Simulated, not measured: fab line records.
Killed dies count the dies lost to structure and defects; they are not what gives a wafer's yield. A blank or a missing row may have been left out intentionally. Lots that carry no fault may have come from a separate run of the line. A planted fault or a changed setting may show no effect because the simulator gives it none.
One fault through the eyes of 2 desks    flow sky130    each desk has only its own numbers; what lay behind them comes last

== FROM THE METROLOGY DESK ==
Means of the sampled wafers that have a number, per lot and without regard to the tool the lot ran on: this is what the gauges read. Marked OUT: a lot whose mean sits more than 4 standard deviations from the usual mean, which makes it out of limits; the brackets give that distance.
Columns: A = LOCAL_INTERCONNECT_TIN_RS at SKY_LOCAL_INTERCONNECT_RS_MEAS_01, usual 14.16 ohm/sq; B = LOCAL_INTERCONNECT_TIN_THK at SKY_LOCAL_INTERCONNECT_THK_MEAS_02, usual 98.5 nm; C = METAL1_OVL at SKY_METAL1_OVL_MEAS_16, usual -2 nm; D = VIA1_OVL at SKY_VIA1_OVL_MEAS_13, usual -3 nm
lot   first seen here  A      B     C   D
L350  day 28 14:53     14.32  97.7  -4  -9
L353  day 29 22:12     14.27  98.0  -3  -9
L356  day 30 23:09     14.25  98.1  -8  -2
L359  day 32 01:51     14.06  99.2  4   0
L360  day 32 07:01     14.17  97.5  -4  3
L361  day 32 15:10     14.03  99.5  8   -11
L362  day 32 23:47     14.27  97.4  4   -2
L366  day 35 03:46     14.50  96.5  6   -8
L367  day 35 07:13     14.47  96.1  2   -2
L370  day 36 11:49     14.26  98.0  -0  2
L373  day 38 04:31     14.19  98.1  -3  -6
Result from this desk: across the 11 lots, nothing is out of limits.

== TOOL OWNER'S DESK, pvd-sputter-01 ==
The tool's own readings at SKY_LOCAL_INTERCONNECT_SPUTTER_00 (material TiN, target thk 100 nm, time 83.3 s): means of the sampled wafers that have a number, for each lot that ran on this tool. Marked OUT: a lot whose mean sits more than 4 standard deviations from the usual mean, which makes it out of limits; the brackets give that distance.
Columns: A = cathode-dc-power-W at SKY_LOCAL_INTERCONNECT_SPUTTER_00, usual 6500.1 W; B = throttle-valve-pct at SKY_LOCAL_INTERCONNECT_SPUTTER_00, usual 30.0 %
lot   first seen here  A                         B
L350  day 28 14:50     6499.8                    31.3
L360  day 32 06:56     6499.8                    30.2
L362  day 32 23:43     6500.3                    30.4
L366  day 35 03:42     6347.0 (-99 or more) OUT  31.1
L367  day 35 07:07     6347.6 (-99 or more) OUT  30.4
Finding of this desk: L366, L367 out of limits; the first was L366 at day 35 03:42, on cathode-dc-power-W at SKY_LOCAL_INTERCONNECT_SPUTTER_00. Within limits: L350, L360, L362.

== TAKEN TOGETHER ==
On L366, L367, at day 35 03:42, an alarm was possible from the tool owner's desk.
At the metrology desk, nothing out of limits was observed.
The metrology desk holds a record of L366, L367, inside its limits.
Every lot named ran SKY_LOCAL_INTERCONNECT_SPUTTER_00 on pvd-sputter-01.

== WHAT HAD BEEN PUT IN BY THE SIMULATOR ==
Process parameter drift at SKY_LOCAL_INTERCONNECT_SPUTTER_00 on pvd-sputter-01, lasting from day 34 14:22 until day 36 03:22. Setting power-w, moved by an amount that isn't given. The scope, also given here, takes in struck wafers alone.
Struck lots among those shown: L366, L367.
Hours from the fault's start to each desk's first reading out of limits: the tool owner's desk, 13.
